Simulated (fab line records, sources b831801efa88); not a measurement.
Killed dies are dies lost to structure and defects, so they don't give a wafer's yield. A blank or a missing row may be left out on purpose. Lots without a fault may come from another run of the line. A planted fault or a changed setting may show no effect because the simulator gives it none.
Which tool did it? | flow gf180mcu | 13 lots, 39 wafers sampled, at 4 steps of a route of 602

WHAT THE GAUGES READ, wafer by wafer
GF_NWELL_OVL_MEAS_07. Usual: NWELL_OVL 0.2 nm, standard deviation 1.6.
lot  | measured    | on         | NWELL_OVL (nm) | flag
L304 | day 3 06:25 | overlay-02 | -1.6 -0.3 -0.8 |
L305 | day 3 12:04 | overlay-02 | -0.9 -1.2 -1.6 |
L306 | day 3 16:10 | overlay-02 | 0.1 -0.7 0.4   |
L307 | day 4 00:37 | overlay-02 | 0.8 0.6 2.2    |
L308 | day 4 15:37 | overlay-01 | 0.3 1.0 1.6    |
L311 | day 4 23:31 | overlay-01 | 0.8 0.8 0.6    |
L312 | day 5 06:34 | overlay-02 | 2.7 3.9 2.6    |
L313 | day 5 12:06 | overlay-01 | -0.8 0.4 -0.2  |
L321 | day 7 03:31 | overlay-01 | 2.4 1.3 0.6    |
L323 | day 7 14:29 | overlay-02 | -0.8 0.0 -2.1  |
L324 | day 7 20:51 | overlay-01 | 2.1 2.4 0.8    |
L326 | day 8 06:16 | overlay-02 | 1.0 1.7 -0.2   |
L327 | day 8 10:46 | overlay-01 | 0.6 0.3 0.6    |

GF_POLY_GATE_CD_MEAS_18. Usual: cd_nm 279.8 nm, standard deviation 1.8.
lot  | measured     | on        | cd_nm (nm)        | flag
L304 | day 9 01:28  | cd_sem-01 | 282.5 282.0 279.7 |
L305 | day 9 11:43  | cd_sem-01 | 279.9 281.3 279.7 |
L306 | day 9 13:41  | cd_sem-02 | 277.9 277.3 277.3 |
L307 | day 10 03:38 | cd_sem-02 | 280.7 279.9 282.8 |
L308 | day 10 23:57 | cd_sem-01 | 281.6 281.0 281.4 |
L311 | day 11 09:40 | cd_sem-01 | 277.0 279.5 280.5 |
L312 | day 12 04:49 | cd_sem-01 | 279.5 279.2 279.6 |
L313 | day 12 11:37 | cd_sem-02 | 277.2 279.4 276.7 |
L321 | day 14 08:48 | cd_sem-01 | 280.4 279.4 279.8 |
L323 | day 14 21:45 | cd_sem-01 | 279.1 277.3 281.8 |
L324 | day 15 04:16 | cd_sem-01 | 279.2 280.7 280.6 |
L326 | day 15 13:20 | cd_sem-01 | 278.2 281.0 278.7 |
L327 | day 15 19:34 | cd_sem-02 | 277.5 277.8 278.0 |

GF_NSD_TW_MEAS_12. Usual: NSD_TW 4238, standard deviation 21.
lot  | measured     | on            | NSD_TW         | flag
L304 | day 12 22:04 | film_metro-04 | 4232 4238 4239 |
L305 | day 13 10:08 | film_metro-04 | 4234 4240 4257 |
L306 | day 13 13:11 | film_metro-04 | 4217 4243 4248 |
L307 | day 14 05:51 | film_metro-02 | 4232 4222 4233 |
L308 | day 15 02:31 | film_metro-03 | 4245 4229 4220 |
L311 | day 15 16:35 | film_metro-03 | 4233 4235 4230 |
L312 | day 16 13:32 | film_metro-03 | 4241 4239 4234 |
L313 | day 16 23:49 | film_metro-03 | 4227 4222 4234 |
L321 | day 19 06:19 | film_metro-03 | 4248 4222 4248 |
L323 | day 19 20:47 | film_metro-02 | 4228 4225 4215 |
L324 | day 20 03:43 | film_metro-04 | 4232 4235 4253 |
L326 | day 20 13:49 | film_metro-03 | 4257 4269 4240 |
L327 | day 20 23:04 | film_metro-04 | 4269 4262 4263 |

WHICH TOOL RAN EACH LOT (tool, then ch and the chambers of the sampled wafers, then the start)
lot  | GF_HV_LDD_STRIP_22
L304 | plasma_asher-02 ch 0,1, day 10 12:28
L305 | plasma_asher-02 ch 0,1, day 11 00:02
L306 | plasma_asher-01 ch 0,1, day 11 02:27
L307 | plasma_asher-02 ch 0,1, day 11 15:40
L308 | plasma_asher-04 ch 0,1, day 12 11:07
L311 | plasma_asher-04 ch 0,1, day 12 22:16
L312 | plasma_asher-04 ch 0,1, day 13 17:13
L313 | plasma_asher-02 ch 0,1, day 14 02:58
L321 | plasma_asher-02 ch 0,1, day 16 04:28
L323 | plasma_asher-04 ch 0, day 16 17:46
L324 | plasma_asher-01 ch 0,1, day 17 00:19
L326 | plasma_asher-01 ch 0,1, day 17 09:44
L327 | plasma_asher-01 ch 0,1, day 17 17:28
- GF_HV_LDD_STRIP_22: strips in O2/N2.

WHAT THE TOOLS THEMSELVES READ (means of the sampled wafers that have a number; where no wafer has one, the mark that the record gives instead)
GF_HV_LDD_STRIP_22. Usual: drypump_motor_current_A 5.51 A, standard deviation 0.24; heater_power_w 349 W, standard deviation 40; n2_flow_sccm 300.3 sccm, standard deviation 0.86; oes_product_au 0.716 a.u., standard deviation 0.0049; strip_time_to_endpoint_s 12.62 s, standard deviation 0.031.
lot  | tool            | drypump_motor_current_A (A) | heater_power_w (W) | n2_flow_sccm (sccm) | oes_product_au (a.u.) | strip_time_to_endpoint_s (s) | flag
L304 | plasma_asher-02 | 5.71                        | 332                | 300.1               | 0.715                 | 12.66                        |
L305 | plasma_asher-02 | 5.71                        | 335                | 300.3               | 0.716                 | 12.62                        |
L306 | plasma_asher-01 | 5.31                        | 321                | 300.4               | 0.715                 | 12.61                        |
L307 | plasma_asher-02 | 5.84                        | 328                | 300.7               | 0.718                 | 12.62                        |
L308 | plasma_asher-04 | 5.51                        | 382                | 300.3               | 0.721                 | 12.64                        |
L311 | plasma_asher-04 | 5.50                        | 410                | 301.4               | 0.721                 | 12.63                        |
L312 | plasma_asher-04 | 5.49                        | 384                | 300.8               | 0.720                 | 12.61                        |
L313 | plasma_asher-02 | 5.71                        | 332                | 300.2               | 0.718                 | 12.65                        |
L321 | plasma_asher-02 | 5.86                        | 324                | 300.6               | 0.875                 | -                            | OFF
L323 | plasma_asher-04 | 5.49                        | 352                | 300.9               | 0.717                 | 12.61                        |
L324 | plasma_asher-01 | 5.28                        | 324                | 300.3               | 0.714                 | 12.63                        |
L326 | plasma_asher-01 | 5.29                        | 334                | 300.0               | 0.713                 | 12.57                        |
L327 | plasma_asher-01 | 5.30                        | 323                | 299.7               | 0.715                 | 12.60                        |

THE ANSWER, worked out from the rows above alone
Rule: a lot is off if the mean of its wafers that have a number lies more than 3 standard deviations from the usual mean. A lot without any number at a reading at which 4 lots or more have one is off too. The other lots that the step has rows for count as sound. The gauges are gone through in route order, then the tools' own readings, and for those a lot's mean is taken as printed above. The first step at which some lot is off is used, and at that step the reading that is off furthest; a lot without a number counts as furthest.
Off: L321, at GF_HV_LDD_STRIP_22 (strip_time_to_endpoint_s). Without a number there: L321.
A tool fits if, at that step or a process step before it, it ran every lot that is off, and no sound lot after the first of them. One fits: plasma_asher-02 at GF_HV_LDD_STRIP_22. Its last sound lot is L313 (day 14 02:58), its first lot that is off L321 (day 16 04:28): a fault that began between those two fits.
The tool's own readings at GF_HV_LDD_STRIP_22 bear it out: on the lots that are off they differ by more than 5 times the standard deviation of the sound lots' means. oes_product_au reads 0.875 a.u. there against 0.717 a.u. on the sound lots.
Blank at GF_HV_LDD_STRIP_22 on the lots that are off, where sound lots have numbers: strip_time_to_endpoint_s.

WHAT THE SIMULATOR HAD PUT IN
Strip aborted: plasma_asher-02, from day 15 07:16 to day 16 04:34, at GF_HV_LDD_STRIP_22. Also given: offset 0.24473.
Lots struck among those shown: L321. The rule above found the same.
